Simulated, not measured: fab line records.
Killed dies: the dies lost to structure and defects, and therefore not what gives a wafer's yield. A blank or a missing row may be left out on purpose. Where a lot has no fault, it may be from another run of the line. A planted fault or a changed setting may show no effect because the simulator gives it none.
Matching of chambers -- flow gf180mcu -- 3 sister chambers for GF_V4_CVD_02 on pecvd-02
The step deposits SiO2 from TEOS, target thk 850 nm, time 94.851 s. 14 wafers are shown with their chamber, then 7 later ones without.

WAFERS, EACH WITH ITS CHAMBER
wafer,chamber,heater_power_w (W)
L077.1,1,710
L077.2,2,723
L077.3,0,546
L080.3,0,584
L080.4,1,696
L080.5,2,628
L082.3,2,616
L082.4,1,757
L082.5,0,523
L088.1,1,676
L088.2,2,626
L088.4,2,678
L089.1,0,542
L089.3,1,725

SIGNATURES (averages over the wafers above)
reading,chamber 0,chamber 1,chamber 2,scatter within a chamber
heater_power_w,548.75,712.80,654.20,35.6
Rule: distance of a wafer from a chamber = root of the sum over the readings of ((wafer's reading minus chamber's mean) / reading's scatter) squared. The wafer belongs to the nearest chamber; if the next one is less than 2 further off, it can't be placed. The scatter is the square root of a quotient: the sum, over the shown wafers, of each reading's squared deviation from its chamber's mean, divided by wafers minus chambers.

WAFERS MISSING THEIR CHAMBER
wafer,heater_power_w (W)
L089.4,658
L090.2,616
L090.4,691
L090.5,663
L091.3,617
L091.4,688
L091.6,570

EACH ONE'S CHAMBER
wafer,from the rows above,in truth
L089.4,can't be placed: 2 or 1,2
L090.2,can't be placed: 2 or 0 or 1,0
L090.4,can't be placed: 1 or 2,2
L090.5,can't be placed: 2 or 1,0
L091.3,can't be placed: 2 or 0 or 1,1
L091.4,can't be placed: 1 or 2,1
L091.6,can't be placed: 0 or 2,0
0 of 7 placed correctly. Unplaceable from these rows: 7, with the true chamber sitting among the candidates in 6. 0 placed wrongly.
